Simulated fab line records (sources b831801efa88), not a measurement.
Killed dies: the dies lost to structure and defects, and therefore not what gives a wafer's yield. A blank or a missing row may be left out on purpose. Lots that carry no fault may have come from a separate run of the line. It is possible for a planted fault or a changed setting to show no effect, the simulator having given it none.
Split-lot experiment / flow sky130 / 23 wafers read across 5 lots, on a route 708 steps long

THE SPLIT ITSELF
At SKY_LDD_P_COAT_02 (resist thk 1140 nm), the setting resist thk nm was moved away from the recipe's 1140 nm on 10 of the 23 wafers read, by -5.1% to +4.1%. The other wafers ran this setting at the recipe's value.

FROM THE SPLIT TO THE READING: what the file shows between them, 3 steps
- SKY_LDD_P_SOFTBAKE_03: time 60 s
- SKY_LDD_P_EXPOSE_04: exposes mask PSDM, target cd 380 nm
- SKY_LDD_P_PEB_05

THE READING
LDD_P.cd nm (the simulator's own value, which no gauge read), in nm, at SKY_LDD_P_DEVELOP_06 (develop time 60 s). There is no usual value for it anywhere in the file. Across the 13 wafers here that went through the recipe, the average is 381.2 nm and the standard deviation 1.6 nm.

wafer=L074.1; tool, chamber at the split=litho track-04, 0; resist thk nm as run, nm=1082; against the recipe=-5.1%; LDD_P.cd nm, nm=384.2; against lot-mates on the recipe=+4.2
wafer=L074.2; tool, chamber at the split=litho track-04, 0; resist thk nm as run, nm=1140; against the recipe=recipe; LDD_P.cd nm, nm=381; against lot-mates on the recipe=-
wafer=L074.6; tool, chamber at the split=litho track-04, 0; resist thk nm as run, nm=1140; against the recipe=recipe; LDD_P.cd nm, nm=381; against lot-mates on the recipe=-
wafer=L074.3; tool, chamber at the split=litho track-04, 0; resist thk nm as run, nm=1140; against the recipe=recipe; LDD_P.cd nm, nm=377.9; against lot-mates on the recipe=-
wafer=L074.5; tool, chamber at the split=litho track-04, 0; resist thk nm as run, nm=1082; against the recipe=-5.1%; LDD_P.cd nm, nm=385.1; against lot-mates on the recipe=+5.1
wafer=L075.1; tool, chamber at the split=litho track-02, 0; resist thk nm as run, nm=1163; against the recipe=+2.0%; LDD_P.cd nm, nm=381.7; against lot-mates on the recipe=-1.8
wafer=L075.3; tool, chamber at the split=litho track-02, 0; resist thk nm as run, nm=1140; against the recipe=recipe; LDD_P.cd nm, nm=383.3; against lot-mates on the recipe=-
wafer=L075.4; tool, chamber at the split=litho track-02, 0; resist thk nm as run, nm=1163; against the recipe=+2.0%; LDD_P.cd nm, nm=382.9; against lot-mates on the recipe=-0.6
wafer=L075.5; tool, chamber at the split=litho track-02, 0; resist thk nm as run, nm=1163; against the recipe=+2.0%; LDD_P.cd nm, nm=382.6; against lot-mates on the recipe=-0.9
wafer=L075.6; tool, chamber at the split=litho track-02, 0; resist thk nm as run, nm=1140; against the recipe=recipe; LDD_P.cd nm, nm=383.7; against lot-mates on the recipe=-
wafer=L077.1; tool, chamber at the split=litho track-04, 0; resist thk nm as run, nm=1140; against the recipe=recipe; LDD_P.cd nm, nm=381.9; against lot-mates on the recipe=-
wafer=L077.2; tool, chamber at the split=litho track-04, 0; resist thk nm as run, nm=1095; against the recipe=-3.9%; LDD_P.cd nm, nm=388.6; against lot-mates on the recipe=+7.0
wafer=L077.5; tool, chamber at the split=litho track-04, 0; resist thk nm as run, nm=1095; against the recipe=-3.9%; LDD_P.cd nm, nm=388.6; against lot-mates on the recipe=+7.0
wafer=L077.4; tool, chamber at the split=litho track-04, 0; resist thk nm as run, nm=1095; against the recipe=-3.9%; LDD_P.cd nm, nm=387.1; against lot-mates on the recipe=+5.5
wafer=L077.6; tool, chamber at the split=litho track-04, 0; resist thk nm as run, nm=1140; against the recipe=recipe; LDD_P.cd nm, nm=381.4; against lot-mates on the recipe=-
wafer=L081.1; tool, chamber at the split=litho track-03, 0; resist thk nm as run, nm=1140; against the recipe=recipe; LDD_P.cd nm, nm=379.1; against lot-mates on the recipe=-
wafer=L081.3; tool, chamber at the split=litho track-03, 0; resist thk nm as run, nm=1140; against the recipe=recipe; LDD_P.cd nm, nm=382.6; against lot-mates on the recipe=-
wafer=L081.4; tool, chamber at the split=litho track-03, 0; resist thk nm as run, nm=1140; against the recipe=recipe; LDD_P.cd nm, nm=382.9; against lot-mates on the recipe=-
wafer=L085.1; tool, chamber at the split=litho track-03, 0; resist thk nm as run, nm=1187; against the recipe=+4.1%; LDD_P.cd nm, nm=374.1; against lot-mates on the recipe=-6.0
wafer=L085.2; tool, chamber at the split=litho track-03, 0; resist thk nm as run, nm=1187; against the recipe=+4.1%; LDD_P.cd nm, nm=376.5; against lot-mates on the recipe=-3.6
wafer=L085.3; tool, chamber at the split=litho track-03, 0; resist thk nm as run, nm=1140; against the recipe=recipe; LDD_P.cd nm, nm=379.8; against lot-mates on the recipe=-
wafer=L085.4; tool, chamber at the split=litho track-03, 0; resist thk nm as run, nm=1140; against the recipe=recipe; LDD_P.cd nm, nm=380.3; against lot-mates on the recipe=-
wafer=L085.5; tool, chamber at the split=litho track-03, 0; resist thk nm as run, nm=1140; against the recipe=recipe; LDD_P.cd nm, nm=380.1; against lot-mates on the recipe=-

FIT RESULTS
A straight line over all 23 wafers: LDD_P.cd nm changes by -1.07 nm for each +1% of resist thk nm; r = -0.78; the points scatter about the line by 2.2 nm.
The same after taking each lot's own level away (the mean of its wafers on the recipe; 23 wafers): -1.16 nm for each +1%; r = -0.91; scatter 1.3 nm.
That fit puts the effect of the largest move of resist thk nm on the reading at 5.9 nm.
From 379.97 to 383.50 nm: that is the span of the lots' own levels, equal to 2.1 times the standard deviation above.
So the lot-to-lot level blurs the effect unless lot-mates are compared.
Check: +6.69 nm against its lot-mates is what the line predicts for one of the wafers moved furthest among these (-5.1%) when that wafer is left out of the fit. Against them it came out at +4.23 nm.

OTHER SPLITS ON THESE WAFERS
These wafers also went through other splits before the reading. Each is held against what the fit with the lots' levels taken away leaves over:
other split on the same wafers=SKY_POLY_GATE_EXPOSE_10 dose mj; wafers away from the commonest value=6; r with LDD_P.cd nm (lot level and that fit taken away)=+0.01
other split on the same wafers=SKY_LDD_N_COAT_02 resist thk nm; wafers away from the commonest value=6; r with LDD_P.cd nm (lot level and that fit taken away)=+0.21
other split on the same wafers=SKY_LDD_N_IMPLANT_12 energy kev; wafers away from the commonest value=4; r with LDD_P.cd nm (lot level and that fit taken away)=-0.12

THE WHOLE CHAIN: every reading that the file lists as answering this split, in the file's order
step=SKY_LDD_P_COAT_02; what it does=resist thk 1140 nm; reading=NOVOLAK_of_LDD_P_COAT_02.thk nm (the simulator's own value, which no gauge read); change (the file's fit)=+11.1 nm for each +1% of the setting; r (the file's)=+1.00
step=SKY_LDD_P_DEVELOP_06; what it does=develop time 60 s; reading=LDD_P.cd nm (the simulator's own value, which no gauge read); change (the file's fit)=-1.14 nm for each +1% of the setting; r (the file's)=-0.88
step=SKY_LDD_P_STRIP_10; what it does=strips in O2/N2; reading=strip time to endpoint s; change (the file's fit)=withheld for each +1% of the setting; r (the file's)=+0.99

THE FILE'S OWN FIT
LDD_P.cd nm changes by -1.14 nm for each +1% of resist thk nm, r = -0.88.
